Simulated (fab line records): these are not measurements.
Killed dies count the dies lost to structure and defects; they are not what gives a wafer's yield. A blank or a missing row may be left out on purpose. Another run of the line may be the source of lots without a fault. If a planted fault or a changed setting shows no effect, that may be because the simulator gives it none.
fab line records | flow sky130
record: lots: 14 wafers: 42 last-day: 50
route steps=708 shown POLY_CUT@317 SD_P@322 LI_CONTACT@364 CONTACT@407
lots that met no fault: from a run of the same line without faults
start-h: start of the lot's first displayed wafer, in hours after the record's first day | wait-h: hours since the lot's step before | " repeats the value in the row above | L1.1+2: several wafers, shown together as one row | - value missing, or start not given | * or withheld: withheld | < > ~ a bound
route shown NAME@n: names a module that has steps shown in the file, with the first one's number in the route | usual: average and standard deviation across the fault-free wafers | same: alike in all rows | chamber/n: place in a boat | sites: per-site readings | _std_site: the standard deviation of these | _edge_site: inner sites' mean taken away from outer sites' mean | radius-mm: how far each site lies from the wafer's centre | mask NAME#n: copy n | behind: the tool/chamber that last shaped the wafer | hold: why the lot was held/for how many hours/how that ended | device: which transistor (n, p or np) failed to switch | end of line: the tests these same wafers got at the end of their route | for a step that has no rows: nothing shown but its recipe | killed: dies lost to structure and defects at the first sort, not the wafer's yield | map: a wafer's dies, marking killed ones x, the rest . and places with no die _
set.NAME: the setting as run; set.NAME@STEP: as run at that earlier step | model.NAME: the simulator's own value behind a step, which no gauge read
one table for each step of the route and one row for each wafer, over a sample of lots
services: the hour from which a tool's chamber was out of use, counted from the record's first day as start-h (under 0 if before that day), plus the number of hours and why
== steps ==
step: SKY_POLY_CUT_ETCH_10
recipe: chemistry: N2/H2 target: BARC ion-energy-ev: 200 source-w: 500 bias-w: 100 pressure-mtorr: 30 n2-flow-sccm: 100 h2-flow-sccm: 200 stop-on: SiO2 time-s: 45.9 target-depth-a: 600
usual: bias-w: 100.0/0.31 drypump-motor-current-A: 5.8/0.42 oes-product-au: 0.855/0.0046 rf-fwd-power-W: 495.2/1.9 throttle-valve-pct: 13.224/0.0097
columns lot.wafer tool chamber start-h wait-h bias-w drypump-motor-current-A oes-product-au rf-fwd-power-W rf-hours-counter-h throttle-valve-pct
L849.3 rie-diel-03 0 563.24 0.0 99.8 6.6 0.858 493.9 5 13.228
L849.4 " 3 " " 100.0 5.7 0.860 495.2 - 13.217
L849.6 " 2 " " 99.7 6.0 0.854 496.0 - 13.239
L850.2 rie-diel-04 3 569.25 0.0 100.0 5.5 0.851 492.7 18 13.201
L850.3 " 1 " " 100.1 5.1 0.853 493.1 66 13.234
L850.5 " 2 " " 100.0 5.6 0.860 495.2 - 13.226
L851.2 rie-diel-04 3 574.00 0.0 99.9 5.5 0.848 492.5 18 13.232
L851.4 " 3 " " 99.7 5.5 0.853 490.8 - 13.226
L851.6 " 3 " " 99.8 5.5 0.851 490.7 - 13.238
L852.2 rie-diel-01 0 581.40 0.0 99.7 5.7 0.853 495.2 4 13.226
L852.4 " 2 " " 100.1 6.0 0.863 494.5 3 13.237
L852.5 " 3 " " 99.7 6.0 0.844 493.3 - 13.221
L854.2 rie-diel-04 0 598.90 0.0 99.8 4.8 0.852 494.6 11 13.242
L854.3 " 3 " " 99.6 5.5 0.863 491.3 19 13.232
L854.5 " 1 " " 100.1 5.2 0.856 494.7 - 13.216
L859.1 rie-diel-03 0 636.99 0.0 100.0 6.6 0.859 497.2 6 13.237
L859.4 " 3 " " 100.1 5.7 0.851 493.9 5 13.205
L859.6 " 3 " " 100.1 5.7 0.858 495.5 - 13.230
L860.1 rie-diel-01 2 652.25 0.0 100.7 6.0 0.850 493.8 4 13.221
L860.4 " 0 " " 99.6 5.7 0.857 497.5 5 13.222
L860.5 " 2 " " 100.5 6.0 0.849 493.7 - 13.238
L861.1 rie-diel-01 1 660.74 0.0 99.8 5.4 0.855 495.2 2 13.228
L861.3 " 3 " " 99.6 6.0 0.856 492.1 24 13.220
L861.4 " 2 " " 99.8 6.0 0.860 495.9 4 13.226
L867.2 rie-diel-03 1 706.69 0.0 100.0 6.3 0.861 499.3 3 13.223
L867.3 " 2 " " 100.1 6.0 0.856 496.5 21 13.217
L867.5 " 1 " " 99.7 6.3 0.861 499.7 - 13.227
L868.1 rie-diel-01 0 711.65 0.0 100.0 5.8 0.849 495.8 6 13.228
L868.2 " 2 " " 99.7 6.0 0.851 491.8 5 13.210
L868.3 " 3 " " 100.2 6.0 0.855 496.4 25 13.234
L869.2 rie-diel-03 2 720.25 0.0 99.8 6.0 0.852 496.0 21 13.236
L869.3 " 0 " " 100.0 6.6 0.858 493.2 8 13.227
L869.4 " 3 " " 100.3 5.7 0.860 492.2 7 13.218
L870.1 rie-diel-03 1 730.10 0.0 100.1 6.3 0.862 494.8 4 13.221
L870.3 " 2 " " 100.3 6.0 0.858 492.9 22 13.247
L870.4 " 3 " " 100.3 5.7 0.853 495.6 7 13.227
L871.2 rie-diel-04 0 736.30 0.0 100.0 4.8 0.852 492.3 15 13.207
L871.3 " 2 " " 100.4 5.6 0.859 495.7 14 13.221
L871.5 " 2 " " 100.4 5.6 0.862 495.3 - 13.216
L872.1 rie-diel-03 2 742.30 0.0 100.3 6.0 0.856 494.6 22 13.230
L872.5 " 2 " " 100.0 6.0 0.852 492.7 - 13.224
L872.6 " 1 " " 99.7 6.3 0.854 496.9 - 13.221
step: SKY_SD_P_COAT_02
recipe: resist: NOVOLAK spin-rpm: 3000 resist-thk-nm: 1140
usual: dispense-pressure-kPa: 53/3.9 exhaust-pa: 45.0/0.99
columns lot.wafer tool chamber start-h wait-h dispense-pressure-kPa exhaust-pa
L849.3 litho-track-04 0 578.15 0.1 51 47.1
L849.4 " 0 " " 51 44.7
L849.6 " 0 " " 51 46.8
L850.2 litho-track-01 0 584.25 0.1 58 46.7
L850.3 " 0 " " 58 45.5
L850.5 " 0 " " 58 45.3
L851.2 litho-track-03 0 589.31 0.1 49 43.7
L851.4 " 0 " " 49 43.7
L851.6 " 0 " " 49 43.0
L852.2 litho-track-03 0 596.01 0.1 49 44.1
L852.4 " 0 " " 49 45.5
L852.5 " 0 " " 49 44.9
L854.2 litho-track-03 0 613.16 0.1 49 44.1
L854.3 " 0 " " 49 44.8
L854.5 " 0 " " 49 43.6
L859.1 litho-track-01 0 651.58 0.1 58 46.4
L859.4 " 0 " " 58 45.6
L859.6 " 0 " " 58 46.0
L860.1 litho-track-03 0 665.59 0.1 49 46.9
L860.4 " 0 " " 49 46.0
L860.5 " 0 " " 49 44.8
L861.1 litho-track-03 0 673.99 0.1 49 43.3
L861.3 " 0 " " 49 45.1
L861.4 " 0 " " 49 43.8
L867.2 litho-track-04 0 720.87 0.1 51 46.7
L867.3 " 0 " " 51 46.5
L867.5 " 0 " " 51 45.2
L868.1 litho-track-01 0 725.38 0.1 58 45.7
L868.2 " 0 " " 58 44.0
L868.3 " 0 " " 58 43.9
L869.2 litho-track-03 0 733.71 0.1 49 44.3
L869.3 " 0 " " 49 44.1
L869.4 " 0 " " 49 43.0
L870.1 litho-track-04 0 743.50 0.1 51 47.2
L870.3 " 0 " " 51 46.0
L870.4 " 0 " " 51 45.1
L871.2 litho-track-01 0 749.85 0.1 58 45.0
L871.3 " 0 " " 58 46.2
L871.5 " 0 " " 58 45.2
L872.1 litho-track-01 0 755.63 0.1 58 45.2
L872.5 " 0 " " 58 44.1
L872.6 " 0 " " 57 46.0
step: SKY_SD_P_CD_MEAS_07
recipe: target-cd-nm: 380
usual: cd-nm: 380.2/2.4
columns lot.wafer tool chamber start-h wait-h cd-nm
L849.3 cd-sem-02 - 593.53 0.1 379.8
L849.4 " - " " 384.7
L849.6 " - " " 383.5
L850.2 cd-sem-02 - 598.85 0.1 382.9
L850.3 " - " " 381.3
L850.5 " - " " 383.5
L851.2 cd-sem-02 - 604.30 0.1 378.6
L851.4 " - " " 381.2
L851.6 " - " " 382.5
L852.2 cd-sem-01 - 610.71 0.1 380.6
L852.4 " - " " 380.1
L852.5 " - " " 381.2
L854.2 cd-sem-01 - 628.20 0.1 375.6
L854.3 " - " " 375.9
L854.5 " - " " 376.3
L859.1 cd-sem-02 - 665.55 0.1 378.8
L859.4 " - " " 380.2
L859.6 " - " " 377.9
L860.1 cd-sem-01 - 679.89 0.1 450.8
L860.4 " - " " 449.7
L860.5 " - " " 449.7
L861.1 cd-sem-02 - 688.42 0.2 445.5
L861.3 " - " " 447.1
L861.4 " - " " 446.5
L867.2 cd-sem-01 - 734.96 0.1 377.7
L867.3 " - " " 379.7
L867.5 " - " " 379.3
L868.1 cd-sem-01 - 738.88 0.1 385.8
L868.2 " - " " 383.4
L868.3 " - " " 383.2
L869.2 cd-sem-01 - 747.60 0.1 382.7
L869.3 " - " " 383.2
L869.4 " - " " 382.1
L870.1 cd-sem-02 - 757.10 0.1 380.5
L870.3 " - " " 381.2
L870.4 " - " " 377.5
L871.2 cd-sem-01 - 763.86 0.1 377.8
L871.3 " - " " 379.0
L871.5 " - " " 378.4
L872.1 cd-sem-02 - 768.60 0.1 382.9
L872.5 " - " " 381.8
L872.6 " - " " 380.1
step: SKY_SD_P_STRIP_10
recipe: chemistry: O2/N2 power-w: 1400 pressure-mtorr: 1500 platen-temp-c: withheld o2-flow-sccm: 3000 n2-flow-sccm: 300 overash-fraction: 0.5
usual: drypump-motor-current-A: 5.6/0.32 oes-product-au: 0.617/0.004 strip-time-to-endpoint-s: 17.50/0.052
columns lot.wafer tool chamber start-h wait-h drypump-motor-current-A oes-product-au rf-hours-counter-h strip-time-to-endpoint-s
L849.3 plasma-asher-04 0 593.83 0.1 5.7 0.614 - 17.44
L849.4 " 1 " " 5.8 0.618 - 17.44
L849.6 " 0 " " 5.7 0.621 - 17.48
L850.2 plasma-asher-01 1 599.14 0.1 5.9 0.613 18 17.51
L850.3 " 1 " " 5.9 0.620 - 17.46
L850.5 " 0 " " 6.1 0.617 - 17.50
L851.2 plasma-asher-04 0 604.59 0.1 5.8 0.620 46 17.57
L851.4 " 0 " " 5.8 0.618 - 17.54
L851.6 " 0 " " 5.8 0.625 - 17.60
L852.2 plasma-asher-01 1 610.99 0.1 5.9 0.613 19 17.53
L852.4 " 0 " " 6.1 0.619 - 17.53
L852.5 " 0 " " 6.1 0.613 - 17.50
L854.2 plasma-asher-01 0 628.49 0.1 6.1 0.613 21 17.53
L854.3 " 0 " " 6.1 0.620 - 17.48
L854.5 " 0 " " 6.1 0.623 - 17.52
L859.1 plasma-asher-03 1 665.85 0.1 5.2 0.623 81 17.50
L859.4 " 1 " " 5.2 0.612 - 17.51
L859.6 " 1 " " 5.2 0.615 - 17.47
L860.1 plasma-asher-03 1 680.19 0.1 5.2 0.553 82 11.33
L860.4 " 1 " " 5.2 0.551 - 11.35
L860.5 " 0 " " 5.3 0.560 - 11.39
L861.1 plasma-asher-04 0 688.72 0.1 5.8 0.555 54 11.34
L861.3 " 1 " " 5.8 0.552 - 11.35
L861.4 " 0 " " 5.8 0.554 - 11.36
L867.2 plasma-asher-04 1 735.24 0.1 5.8 0.618 59 17.37
L867.3 " 0 " " 5.8 0.610 - 17.35
L867.5 " 1 " " 5.8 0.615 - 17.40
L868.1 plasma-asher-01 1 739.19 0.1 5.9 0.617 32 17.55
L868.2 " 0 " " 6.1 0.617 32 17.48
L868.3 " 1 " " 5.9 0.619 - 17.51
L869.2 plasma-asher-03 0 747.89 0.1 5.3 0.618 89 17.54
L869.3 " 0 " " 5.3 0.612 - 17.53
L869.4 " 1 " " 5.2 0.616 - 17.50
L870.1 plasma-asher-01 0 757.53 0.1 6.1 0.619 34 17.50
L870.3 " 1 " " 5.9 0.624 - 17.43
L870.4 " 0 " " 6.1 0.617 - 17.44
L871.2 plasma-asher-03 1 764.14 0.1 5.2 0.615 91 17.56
L871.3 " 0 " " 5.3 0.618 - 17.51
L871.5 " 0 " " 5.3 0.620 - 17.55
L872.1 plasma-asher-04 0 768.90 0.1 5.8 0.617 62 17.55
L872.5 " 1 " " 5.7 0.617 - 17.51
L872.6 " 0 " " 5.8 0.616 - 17.50
step: SKY_LI_CONTACT_CMP_02
recipe: material: PSG down-force-psi: 4 platen-rpm: 60 pad-velocity-m-s: 0.94248
usual: motor-current-A: 11.8/1.2 time-to-endpoint-s: 31.8/2.7
columns lot.wafer tool chamber start-h wait-h motor-current-A time-to-endpoint-s
L849.3 cmp-02 0 653.02 0.0 10.7 33.4
L849.4 " 1 " " 14.2 30.9
L849.6 " 1 " " 13.7 34.5
L850.2 cmp-01 0 658.97 0.0 12.7 36.4
L850.3 " 2 " " 12.5 34.6
L850.5 " 1 " " 11.1 31.7
L851.2 cmp-01 0 664.33 0.1 11.9 35.4
L851.4 " 1 " " 10.9 35.1
L851.6 " 3 " " 12.7 33.1
L852.4 cmp-02 2 670.02 0.1 10.7 31.1
L852.2 " 3 " " 11.9 28.6
L852.5 " 0 " " 10.9 33.2
L854.2 cmp-02 0 686.57 0.0 10.6 31.5
L854.3 " 1 " " 14.1 25.9
L854.5 " 1 " " 13.7 28.6
L859.4 cmp-02 3 723.87 0.1 11.8 29.2
L859.1 " 0 " " 10.3 33.2
L859.6 " 1 " " 13.8 31.0
L860.1 cmp-02 2 737.18 0.1 10.8 30.8
L860.4 " 1 " " 13.1 30.3
L860.5 " 2 " " 11.2 31.0
L861.3 cmp-02 3 745.88 0.1 11.5 32.9
L861.4 " 0 " " 10.6 32.6
L861.1 " 1 " " 14.2 33.7
L867.2 cmp-01 1 790.33 0.0 11.0 37.1
L867.3 " 3 " " 13.5 33.3
L867.5 " 1 " " 11.1 36.2
L868.1 cmp-01 0 793.62 0.1 12.6 31.8
L868.2 " 1 " " 10.5 32.5
L868.3 " 3 " " 12.2 31.2
L869.3 cmp-01 3 802.17 0.0 12.9 32.4
L869.2 " 0 " " 12.1 34.9
L869.4 " 2 " " 12.9 37.7
L870.1 cmp-02 1 812.12 0.1 13.3 28.9
L870.3 " 2 " " 10.4 33.4
L870.4 " 3 " " 11.3 29.4
L871.3 cmp-02 1 817.95 0.0 13.6 29.4
L871.2 " 3 " " 11.6 27.4
L871.5 " 1 " " 13.7 28.3
L872.1 cmp-02 3 823.38 0.1 11.7 28.4
L872.5 " 3 " " 11.1 32.1
L872.6 " 0 " " 10.4 32.3
step: SKY_CONTACT_THK_MEAS_01
recipe: reads: Si3N4_of_CONTACT_CVD_00
usual: CONTACT_CVD_00_THK: 75.1/0.87
columns lot.wafer tool chamber start-h wait-h CONTACT_CVD_00_THK[nm]
L849.3 film-metro-04 - 712.01 - 76.5
L849.4 " - " " 76.8
L849.6 " - " " 76.0
L850.2 film-metro-01 - 717.84 - 75.0
L850.3 " - " " 75.4
L850.5 " - " " 75.9
L851.2 film-metro-01 - 723.00 - 74.4
L851.4 " - " " 76.3
L851.6 " - " " 75.6
L852.2 film-metro-01 - 729.56 - 75.3
L852.4 " - " " 75.7
L852.5 " - " " 75.4
L854.2 film-metro-01 - 745.82 - 74.3
L854.3 " - " " 75.0
L854.5 " - " " 75.6
L859.1 film-metro-01 - 780.79 - 74.8
L859.4 " - " " 75.0
L859.6 " - " " 77.0
L860.1 film-metro-03 - 793.02 - 73.5
L860.4 " - " " 75.3
L860.5 " - " " 75.3
L861.1 film-metro-03 - 801.43 - 75.4
L861.3 " - " " 74.0
L861.4 " - " " 75.9
L867.2 film-metro-01 - 846.85 - 75.0
L867.3 " - " " 74.4
L867.5 " - " " 75.8
L868.1 film-metro-03 - 849.13 - 75.2
L868.2 " - " " 74.4
L868.3 " - " " 74.3
L869.2 film-metro-01 - 858.36 - 74.6
L869.3 " - " " 74.9
L869.4 " - " " 76.3
L870.1 film-metro-03 - 867.13 - 74.1
L870.3 " - " " 73.7
L870.4 " - " " 75.4
L871.2 film-metro-04 - 872.75 - 73.4
L871.3 " - " " 73.9
L871.5 " - " " 73.6
L872.1 film-metro-03 - 878.32 - 74.7
L872.5 " - " " 75.7
L872.6 " - " " 76.1
== services ==
columns tool chamber start-h hours kind
cmp-02 - 541.85 0.9 repair
rie-diel-03 0 547.43 4.6 repair
plasma-asher-04 - 570.64 15.6 pm
rie-diel-03 - 570.84 0.7 repair
cmp-01 - 576.49 1.3 repair
cmp-02 - 580.17 4.0 pm
cmp-02 - 586.61 4.7 repair
cmp-01 - 607.76 1.6 repair
cmp-02 - 616.19 1.7 repair
plasma-asher-01 - 648.10 1.1 repair
cmp-02 - 663.94 4.0 pm
cmp-01 - 674.80 26.1 repair
rie-diel-03 - 675.55 14.6 pm
cmp-01 - 737.43 5.1 pm
rie-diel-03 - 738.83 0.2 repair
cmp-01 - 744.00 4.0 pm
cmp-02 - 758.72 0.2 repair
cmp-01 - 763.33 3.6 repair
rie-diel-03 0 770.53 9.1 repair
cmp-01 - 775.15 5.2 pm
cmp-02 - 791.76 1.2 repair
rie-diel-03 - 808.33 2.8 pm
rie-diel-03 0 822.59 6.3 repair
rie-diel-03 - 822.63 0.2 repair
== key ==
first-sign: step: SKY_SD_P_CD_MEAS_07 reading: cd-nm direction: up sigmas: 28 usual: 380.2 struck: 448.2
effect: step: SKY_SD_P_STRIP_10 reading: strip-time-to-endpoint-s direction: down sigmas: 99+ usual: * struck: *
met-at SKY_SD_P_COAT_02
struck-lots L860,L861
sort-left-out L860.1,L860.4,L860.5,L861.1,L861.3,L861.4
tester-left-out L860,L861
not-acting-at SKY_POLY_CUT_ETCH_10,SKY_LI_CONTACT_CMP_02,SKY_CONTACT_THK_MEAS_01
onset-between 613.16 665.59
fault: kind: process-parameter-drift tool: litho-track-03 chamber: - onset-h: 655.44 steps: SKY_SD_P_COAT_02 channel: resist-thk-nm offset: -537.48 shape: step end-h: 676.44 acts-in: these-recipes-only stated: 1140
tester-left-out: of these lots the tester's yield and bins aren't shown, on N5 and GAA mostly nor the transistor test; their killed dies are dies lost to structure and defects alone, not to doping, threshold or leakage, so they don't give the yield
sort-left-out: the simulated sort isn't trusted on such a fault, so these wafers' sort isn't shown, and their yield isn't known
